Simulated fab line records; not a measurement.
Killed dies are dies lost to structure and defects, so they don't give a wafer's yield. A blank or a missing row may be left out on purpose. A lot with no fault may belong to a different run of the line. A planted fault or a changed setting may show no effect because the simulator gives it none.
A struck lot beside a sound one :: flow sfq-line :: 42 steps out of a route of 325
Sound: the wafers L269.2, L269.4, L269.5. The struck wafers were L275.2, L275.4, L275.5. Last of all comes the cause.
Order at every step that has rows: each side's tool, ch and its chambers, its first start. Under that, the readings that differ: sound wafers :: struck wafers :: difference of the means :: sigmas: that difference in standard deviations of wafers without a fault.
alike: readings whose means differ by less than 2 such deviations, and words and numbers that are the same on both sides. not compared: withheld readings, readings that some wafer has no value for, bounds like >300 that may hide the same value, and numbers for which the record gives no deviation and whose values overlap.
Wherever a step has rows on one side only, a row that says differs or no value, or a row with sigmas, the two part there. Numbers that have no deviation but don't overlap get no sigmas and don't part them. A reading missing from all wafers of one side parts the sides only when that side holds two or more wafers.

first, 6 steps without rows for these wafers: SFQ_TRILAYER_I2_VIA_LITHO_COAT_072 (resist thk 62 nm); SFQ_TRILAYER_I2_VIA_LITHO_COAT_067 (resist thk 650 nm); SFQ_TRILAYER_I2_VIA_LITHO_SOFTBAKE_071; SFQ_TRILAYER_I2_VIA_LITHO_EXPOSE_068 (exposes mask I2, target cd 500 nm); SFQ_TRILAYER_I2_VIA_LITHO_PEB_070 (peb time 60 s); SFQ_TRILAYER_I2_VIA_LITHO_DEVELOP_069 (time 60 s).
SFQ_I2_OVL_MEAS_918:
  sound: overlay-02 at day 34 18:31; struck: overlay-01 at day 36 02:53
  alike: I2_OVL
then, 5 steps without rows for these wafers: SFQ_TRILAYER_I2_VIA_BARC_OPEN_VIA_ETCH_096 (etches BARC in O2, target depth 125 nm, time 41.7 s); SFQ_TRILAYER_I2_VIA_ETCH_VIA_ETCH_070 (etches SiO2 in CHF3, stops on Nb, target depth 260 nm); SFQ_TRILAYER_I2_VIA_STRIP_STRIP_071 (strips in O2); SFQ_TRILAYER_I2_VIA_STRIP_SOLV_CLEAN_072 (cleans in NMP, time 600 s); SFQ_TRILAYER_M3_DEP_PRE_CLEAN_074 (time 22.5 s).
SFQ_TRILAYER_M3_DEP_SPUTTER_073: material Nb, target thk 200 nm, time 133.3 s.
  sound: pvd-sputter-06 at day 34 19:30; struck: pvd-sputter-05 at day 36 04:02
  alike: chamber-pressure-pa, throttle-valve-pct
  not compared: model.Nb_of_TRILAYER_M3_DEP_SPUTTER_073.thk-nm
SFQ_M3_RS_MEAS_919: uses a four-point probe to measure.
  sound: film-metro-02 at day 34 19:37; struck: film-metro-04 at day 36 04:09
  alike: M3_NB_RS
then, 6 steps without rows for these wafers: SFQ_TRILAYER_M3_LITHO_COAT_080 (resist thk 62 nm); SFQ_TRILAYER_M3_LITHO_COAT_075 (resist thk 600 nm); SFQ_TRILAYER_M3_LITHO_SOFTBAKE_079; SFQ_TRILAYER_M3_LITHO_EXPOSE_076 (exposes mask M3, target cd 500 nm); SFQ_TRILAYER_M3_LITHO_PEB_078 (peb time 60 s); SFQ_TRILAYER_M3_LITHO_DEVELOP_077 (time 60 s).
-- the record jumps here: 6 days lie between the struck wafers' starts before and after --
SFQ_M3_OVL_MEAS_921:
  sound: overlay-02 at day 40 14:52; struck: overlay-02 at day 41 23:23
  alike: M3_OVL
then, 1 step without rows for these wafers: SFQ_TRILAYER_M3_BARC_OPEN_METAL_ETCH_100 (etches BARC in O2, target depth 125 nm, time 41.7 s).
SFQ_TRILAYER_M3_ETCH_METAL_ETCH_078: etches Nb in Cl2/Ar, stops on SiO2, target depth 240 nm, time 120 s.
  sound on rie-metal-01 ch 1, day 40 15:04; struck on rie-metal-02 ch 0, day 41 23:28
  alike: chamber-pressure-mTorr, drypump-motor-current-A, oes-product-au
  not compared: rf-hours-counter-h, model.etch.depth-nm, model.M3.feature-depth-nm
then, 2 steps without rows for these wafers: SFQ_TRILAYER_M3_STRIP_STRIP_079 (strips in O2); SFQ_TRILAYER_M3_STRIP_SOLV_CLEAN_080 (cleans in NMP, time 600 s).
SFQ_TRILAYER_I3_DEP_PECVD_081: deposits SiO2 from SiH4/N2O, time 111.11 s, target thk 500 nm.
  sound on pecvd-03 ch 0,1, day 40 16:40; struck on pecvd-01 ch 0,1,2, day 42 00:24
  alike: heater-power-w, throttle-valve-pct
SFQ_TRILAYER_I3_CMP_CMP_082: polishes SiO2.
  sound on cmp-02 ch 0,2, day 40 17:14; struck on cmp-02 ch 1,2, day 42 01:02
  alike: motor-current-A, platen-rpm, time-to-endpoint-s
SFQ_I3_BOW_MEAS_922:
  sound: film-metro-03 at day 40 19:46; struck: film-metro-04 at day 42 04:04
  alike: I3_BOW
SFQ_TRILAYER_I3_METRO_MEASURE_083:
  sound: film-metro-03 at day 40 20:04; struck: film-metro-04 at day 42 04:22
  alike: thk-nm
then, 6 steps without rows for these wafers: SFQ_TRILAYER_I3_VIA_LITHO_COAT_090 (resist thk 62 nm); SFQ_TRILAYER_I3_VIA_LITHO_COAT_085 (resist thk 650 nm); SFQ_TRILAYER_I3_VIA_LITHO_SOFTBAKE_089; SFQ_TRILAYER_I3_VIA_LITHO_EXPOSE_086 (exposes mask I3, target cd 500 nm); SFQ_TRILAYER_I3_VIA_LITHO_PEB_088 (peb time 60 s); SFQ_TRILAYER_I3_VIA_LITHO_DEVELOP_087 (time 60 s).
-- the record jumps here: 6 days lie between the struck wafers' starts before and after --
SFQ_I3_OVL_MEAS_923:
  sound: overlay-02 at day 47 09:41; struck: overlay-01 at day 48 14:17
reading: I3_OVL (nm)
sound: -4 -5 -7
struck: 9 8 4
difference: +12
sigmas: +2
then, 1 step without rows for these wafers: SFQ_TRILAYER_I3_VIA_BARC_OPEN_VIA_ETCH_121 (etches BARC in O2, target depth 125 nm, time 41.7 s).
SFQ_TRILAYER_I3_VIA_ETCH_VIA_ETCH_088: etches SiO2 in CHF3, stops on Nb, target depth 260 nm.
  sound on rie-diel-04 ch 0,3, day 47 09:46; struck on rie-diel-02 ch 1,2,3, day 48 14:21
  alike: chamber-pressure-mTorr, drypump-motor-current-A, oes-product-au
SFQ_TRILAYER_I3_VIA_STRIP_STRIP_089: strips in O2.
  sound on rie-metal-03 ch 0,1, day 47 09:52; struck on rie-metal-02 ch 0,1, day 48 14:28
  alike: chamber-pressure-mTorr, drypump-motor-current-A, oes-product-au
  not compared: rf-hours-counter-h
then, 2 steps without rows for these wafers: SFQ_TRILAYER_I3_VIA_STRIP_SOLV_CLEAN_090 (cleans in NMP, time 600 s); SFQ_TRILAYER_M4_DEP_PRE_CLEAN_092 (time 22.5 s).
-- the record jumps here: 43 days lie between the struck wafers' starts before and after --
SFQ_M8_BOW_MEAS_951:
  sound: film-metro-02 at day 89 13:55; struck: film-metro-03 at day 91 16:16
  alike: M8_BOW
  not compared: model.etest.m3.ohm-um, model.etest.m3.ohm-sq

WHERE THEY PART
At SFQ_I3_OVL_MEAS_923 and nowhere else, as far as this record goes. Later steps at which nothing parts them and some readings are alike: SFQ_TRILAYER_I3_VIA_ETCH_VIA_ETCH_088, SFQ_TRILAYER_I3_VIA_STRIP_STRIP_089, SFQ_M8_BOW_MEAS_951.

WHY: what had been put in by the simulator
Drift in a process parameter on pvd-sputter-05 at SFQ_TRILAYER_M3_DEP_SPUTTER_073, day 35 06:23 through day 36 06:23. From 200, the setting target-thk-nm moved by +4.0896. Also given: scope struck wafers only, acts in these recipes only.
